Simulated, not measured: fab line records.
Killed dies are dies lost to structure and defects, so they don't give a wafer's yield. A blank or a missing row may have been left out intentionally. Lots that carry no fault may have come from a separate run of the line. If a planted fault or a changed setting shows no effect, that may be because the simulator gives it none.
Which of the tools did it? :: flow gf180mcu :: 14 lots, 40 wafers sampled, at 5 steps of a route of 602

## WHAT THE GAUGES READ, wafer by wafer
GF_SAB_THK_MEAS_01.
lot: L626
measured: day 14 12:44
on: film_metro-04
SAB_CVD_00_THK (nm): 48.9 49.1 49.3

lot: L627
measured: day 14 22:01
on: film_metro-03
SAB_CVD_00_THK (nm): 49.4 50.2 50.6

lot: L628
measured: day 15 00:34
on: film_metro-04
SAB_CVD_00_THK (nm): 49.9 50.2 49.8

lot: L630
measured: day 15 12:14
on: film_metro-03
SAB_CVD_00_THK (nm): 49.3 50.3 50.0

lot: L631
measured: day 16 04:11
on: film_metro-04
SAB_CVD_00_THK (nm): 49.0 49.1 49.8

lot: L632
measured: day 16 07:57
on: film_metro-04
SAB_CVD_00_THK (nm): 49.0 49.3 49.6

lot: L634
measured: day 17 08:02
on: film_metro-04
SAB_CVD_00_THK (nm): 49.7 50.3 49.9

lot: L640
measured: day 19 22:15
on: film_metro-03
SAB_CVD_00_THK (nm): 50.1 51.1

lot: L641
measured: day 20 01:58
on: film_metro-04
SAB_CVD_00_THK (nm): 49.9 50.3

lot: L644
measured: day 20 15:11
on: film_metro-04
SAB_CVD_00_THK (nm): 49.9 49.5 50.1

lot: L643
measured: day 20 19:50
on: film_metro-04
SAB_CVD_00_THK (nm): 47.9 48.8 48.3

lot: L645
measured: day 20 23:41
on: film_metro-03
SAB_CVD_00_THK (nm): 50.1 50.3 50.7

lot: L647
measured: day 21 14:28
on: film_metro-01
SAB_CVD_00_THK (nm): 49.5 50.4 49.9

lot: L649
measured: day 22 00:56
on: film_metro-04
SAB_CVD_00_THK (nm): 49.3 50.2 49.8

GF_SALICIDE_RS_MEAS_04: measurement is done with a four-point probe.
lot: L626
measured: day 15 09:53
on: film_metro-03
SALICIDE_TIN_RS (ohm/sq): 16.1 15.8 16.5

lot: L627
measured: day 15 19:17
on: film_metro-04
SALICIDE_TIN_RS (ohm/sq): 17.0 16.1 15.9

lot: L628
measured: day 15 22:43
on: film_metro-03
SALICIDE_TIN_RS (ohm/sq): 15.6 16.4 16.1

lot: L630
measured: day 16 10:29
on: film_metro-02
SALICIDE_TIN_RS (ohm/sq): 16.2 16.9 16.2

lot: L631
measured: day 17 02:28
on: film_metro-02
SALICIDE_TIN_RS (ohm/sq): 16.7 16.8 16.8

lot: L632
measured: day 17 06:46
on: film_metro-02
SALICIDE_TIN_RS (ohm/sq): 16.9 16.7 16.7

lot: L634
measured: day 18 06:53
on: film_metro-04
SALICIDE_TIN_RS (ohm/sq): 16.2 16.3 16.8

lot: L640
measured: day 20 22:00
on: film_metro-04
SALICIDE_TIN_RS (ohm/sq): 16.0 23.6

lot: L641
measured: day 21 02:11
on: film_metro-03
SALICIDE_TIN_RS (ohm/sq): 23.2 22.0

lot: L644
measured: day 21 15:28
on: film_metro-03
SALICIDE_TIN_RS (ohm/sq): 17.2 16.8 16.8

lot: L643
measured: day 21 19:58
on: film_metro-04
SALICIDE_TIN_RS (ohm/sq): 22.7 16.7 16.4

lot: L645
measured: day 21 23:53
on: film_metro-04
SALICIDE_TIN_RS (ohm/sq): 16.6 16.8 16.6

lot: L647
measured: day 22 14:15
on: film_metro-02
SALICIDE_TIN_RS (ohm/sq): 16.8 16.7 16.7

lot: L649
measured: day 23 00:53
on: film_metro-03
SALICIDE_TIN_RS (ohm/sq): 16.8 16.0 16.8

GF_CONTACT_BOW_MEAS_05.
lot: L626
measured: day 15 10:53
on: film_metro-04
CONTACT_BOW (um): 69 65 67

lot: L627
measured: day 15 20:18
on: film_metro-04
CONTACT_BOW (um): 68 68 87

lot: L628
measured: day 15 23:55
on: film_metro-01
CONTACT_BOW (um): 66 61 60

lot: L630
measured: day 16 11:30
on: film_metro-01
CONTACT_BOW (um): 74 70 76

lot: L631
measured: day 17 03:28
on: film_metro-04
CONTACT_BOW (um): 72 62 56

lot: L632
measured: day 17 07:46
on: film_metro-04
CONTACT_BOW (um): 55 70 60

lot: L634
measured: day 18 07:59
on: film_metro-01
CONTACT_BOW (um): 67 64 70

lot: L640
measured: day 20 23:01
on: film_metro-02
CONTACT_BOW (um): 66 73

lot: L641
measured: day 21 03:14
on: film_metro-01
CONTACT_BOW (um): 69 73

lot: L644
measured: day 21 16:28
on: film_metro-04
CONTACT_BOW (um): 70 74 67

lot: L643
measured: day 21 21:00
on: film_metro-02
CONTACT_BOW (um): 68 71 78

lot: L645
measured: day 22 00:56
on: film_metro-01
CONTACT_BOW (um): 61 69 74

lot: L647
measured: day 22 15:16
on: film_metro-04
CONTACT_BOW (um): 74 83 69

lot: L649
measured: day 23 01:53
on: film_metro-04
CONTACT_BOW (um): 65 69 65

## WHICH TOOL RAN EACH LOT (tool, then ch and the chambers of the sampled wafers, then the start)
lot: L626
GF_SALICIDE_SPUTTER_02: pvd_sputter-01, day 15 09:50
GF_SALICIDE_SPUTTER_03: pvd_sputter-01, day 15 09:52

lot: L627
GF_SALICIDE_SPUTTER_02: pvd_sputter-04, day 15 19:14
GF_SALICIDE_SPUTTER_03: pvd_sputter-04, day 15 19:16

lot: L628
GF_SALICIDE_SPUTTER_02: pvd_sputter-01, day 15 22:37
GF_SALICIDE_SPUTTER_03: pvd_sputter-01, day 15 22:39

lot: L630
GF_SALICIDE_SPUTTER_02: pvd_sputter-04, day 16 10:23
GF_SALICIDE_SPUTTER_03: pvd_sputter-04, day 16 10:25

lot: L631
GF_SALICIDE_SPUTTER_02: pvd_sputter-02, day 17 02:22
GF_SALICIDE_SPUTTER_03: pvd_sputter-02, day 17 02:23

lot: L632
GF_SALICIDE_SPUTTER_02: pvd_sputter-02, day 17 06:43
GF_SALICIDE_SPUTTER_03: pvd_sputter-02, day 17 06:44

lot: L634
GF_SALICIDE_SPUTTER_02: pvd_sputter-04, day 18 06:49
GF_SALICIDE_SPUTTER_03: pvd_sputter-04, day 18 06:50

lot: L640
GF_SALICIDE_SPUTTER_02: pvd_sputter-04, day 20 21:56
GF_SALICIDE_SPUTTER_03: pvd_sputter-04, day 20 21:58

lot: L641
GF_SALICIDE_SPUTTER_02: pvd_sputter-04, day 21 02:08
GF_SALICIDE_SPUTTER_03: pvd_sputter-04, day 21 02:10

lot: L644
GF_SALICIDE_SPUTTER_02: pvd_sputter-01, day 21 15:25
GF_SALICIDE_SPUTTER_03: pvd_sputter-01, day 21 15:26

lot: L643
GF_SALICIDE_SPUTTER_02: pvd_sputter-04, day 21 19:55
GF_SALICIDE_SPUTTER_03: pvd_sputter-04, day 21 19:56

lot: L645
GF_SALICIDE_SPUTTER_02: pvd_sputter-02, day 21 23:50
GF_SALICIDE_SPUTTER_03: pvd_sputter-02, day 21 23:52

lot: L647
GF_SALICIDE_SPUTTER_02: pvd_sputter-01, day 22 14:11
GF_SALICIDE_SPUTTER_03: pvd_sputter-01, day 22 14:13

lot: L649
GF_SALICIDE_SPUTTER_02: pvd_sputter-01, day 23 00:47
GF_SALICIDE_SPUTTER_03: pvd_sputter-01, day 23 00:49
- GF_SALICIDE_SPUTTER_02: material Co, target thk 10 nm, time 20 s.
- GF_SALICIDE_SPUTTER_03: material TiN, target thk 20 nm, time 16.7 s.

## AS READ BY THE TOOLS THEMSELVES (means over the sampled wafers that have a number; for cases with no such wafer, the mark the record gives instead)
GF_SALICIDE_SPUTTER_02.
lot: L626
tool: pvd_sputter-01
cathode_dc_power_W (W): 1000.0
throttle_valve_pct (%): 30.4

lot: L627
tool: pvd_sputter-04
cathode_dc_power_W (W): 1000.0
throttle_valve_pct (%): 29.0

lot: L628
tool: pvd_sputter-01
cathode_dc_power_W (W): 1000.0
throttle_valve_pct (%): 28.4

lot: L630
tool: pvd_sputter-04
cathode_dc_power_W (W): 999.8
throttle_valve_pct (%): 28.0

lot: L631
tool: pvd_sputter-02
cathode_dc_power_W (W): 1000.1
throttle_valve_pct (%): 29.5

lot: L632
tool: pvd_sputter-02
cathode_dc_power_W (W): 999.9
throttle_valve_pct (%): 30.3

lot: L634
tool: pvd_sputter-04
cathode_dc_power_W (W): 999.9
throttle_valve_pct (%): 29.0

lot: L640
tool: pvd_sputter-04
cathode_dc_power_W (W): 1000.0
throttle_valve_pct (%): 28.1

lot: L641
tool: pvd_sputter-04
cathode_dc_power_W (W): 1000.2
throttle_valve_pct (%): 28.2

lot: L644
tool: pvd_sputter-01
cathode_dc_power_W (W): 1000.0
throttle_valve_pct (%): 29.6

lot: L643
tool: pvd_sputter-04
cathode_dc_power_W (W): 1000.2
throttle_valve_pct (%): 28.3

lot: L645
tool: pvd_sputter-02
cathode_dc_power_W (W): 1000.0
throttle_valve_pct (%): 29.5

lot: L647
tool: pvd_sputter-01
cathode_dc_power_W (W): 1000.1
throttle_valve_pct (%): 30.7

lot: L649
tool: pvd_sputter-01
cathode_dc_power_W (W): 999.9
throttle_valve_pct (%): 30.4

GF_SALICIDE_SPUTTER_03.
lot: L626
tool: pvd_sputter-01
cathode_dc_power_W (W): 6500.5
throttle_valve_pct (%): 30.4

lot: L627
tool: pvd_sputter-04
cathode_dc_power_W (W): 6500.2
throttle_valve_pct (%): 29.1

lot: L628
tool: pvd_sputter-01
cathode_dc_power_W (W): 6500.7
throttle_valve_pct (%): 28.6

lot: L630
tool: pvd_sputter-04
cathode_dc_power_W (W): 6499.3
throttle_valve_pct (%): 28.0

lot: L631
tool: pvd_sputter-02
cathode_dc_power_W (W): 6499.1
throttle_valve_pct (%): 29.4

lot: L632
tool: pvd_sputter-02
cathode_dc_power_W (W): 6499.4
throttle_valve_pct (%): 30.4

lot: L634
tool: pvd_sputter-04
cathode_dc_power_W (W): 6499.8
throttle_valve_pct (%): 29.1

lot: L640
tool: pvd_sputter-04
cathode_dc_power_W (W): 6500.0
throttle_valve_pct (%): 28.2

lot: L641
tool: pvd_sputter-04
cathode_dc_power_W (W): 6499.8
throttle_valve_pct (%): 28.3

lot: L644
tool: pvd_sputter-01
cathode_dc_power_W (W): 6499.7
throttle_valve_pct (%): 29.5

lot: L643
tool: pvd_sputter-04
cathode_dc_power_W (W): 6500.6
throttle_valve_pct (%): 28.6

lot: L645
tool: pvd_sputter-02
cathode_dc_power_W (W): 6498.7
throttle_valve_pct (%): 29.8

lot: L647
tool: pvd_sputter-01
cathode_dc_power_W (W): 6499.7
throttle_valve_pct (%): 30.7

lot: L649
tool: pvd_sputter-01
cathode_dc_power_W (W): 6498.4
throttle_valve_pct (%): 30.3

## THE ANSWER, worked out from the rows above alone
Rule: the usual values come from the lots themselves. Put in order of their means at a reading, lots are off if they are a third of the lots or fewer, leave a main group of 4 or more, and stand apart from it by a gap of 3 or more times the standard deviation of the main group's means; of several such gaps the widest counts. Not used: any main group whose means are identical at the precision the tables above print for the reading. A lot without any number at a reading at which 4 lots or more have one is off too. Where the step has rows for the other lots, those lots are counted as sound. Order of review: gauges by route order, followed by the tools' own readings, for which a lot's mean as printed above is used. At the first step where some lot is off, the reading lying furthest off is the one used; lots without a number count as furthest.
Off: L640, L641, L643, seen at GF_SALICIDE_RS_MEAS_04 (SALICIDE_TIN_RS). Mean 16.5 ohm/sq and standard deviation 0.27 in the main group.
A tool fits if, at a process step before that reading, it ran every lot that is off, and no sound lot after the first of them. Those tools and the gauges at GF_SALICIDE_RS_MEAS_04 are tried in the same way. One candidate fits, namely pvd_sputter-04 at GF_SALICIDE_SPUTTER_02 and GF_SALICIDE_SPUTTER_03. At GF_SALICIDE_SPUTTER_02 its last sound lot is L634 (day 18 06:49), its first lot that is off L640 (day 20 21:56): a fault that began between those two fits.

## WHAT HAD BEEN PUT IN BY THE SIMULATOR
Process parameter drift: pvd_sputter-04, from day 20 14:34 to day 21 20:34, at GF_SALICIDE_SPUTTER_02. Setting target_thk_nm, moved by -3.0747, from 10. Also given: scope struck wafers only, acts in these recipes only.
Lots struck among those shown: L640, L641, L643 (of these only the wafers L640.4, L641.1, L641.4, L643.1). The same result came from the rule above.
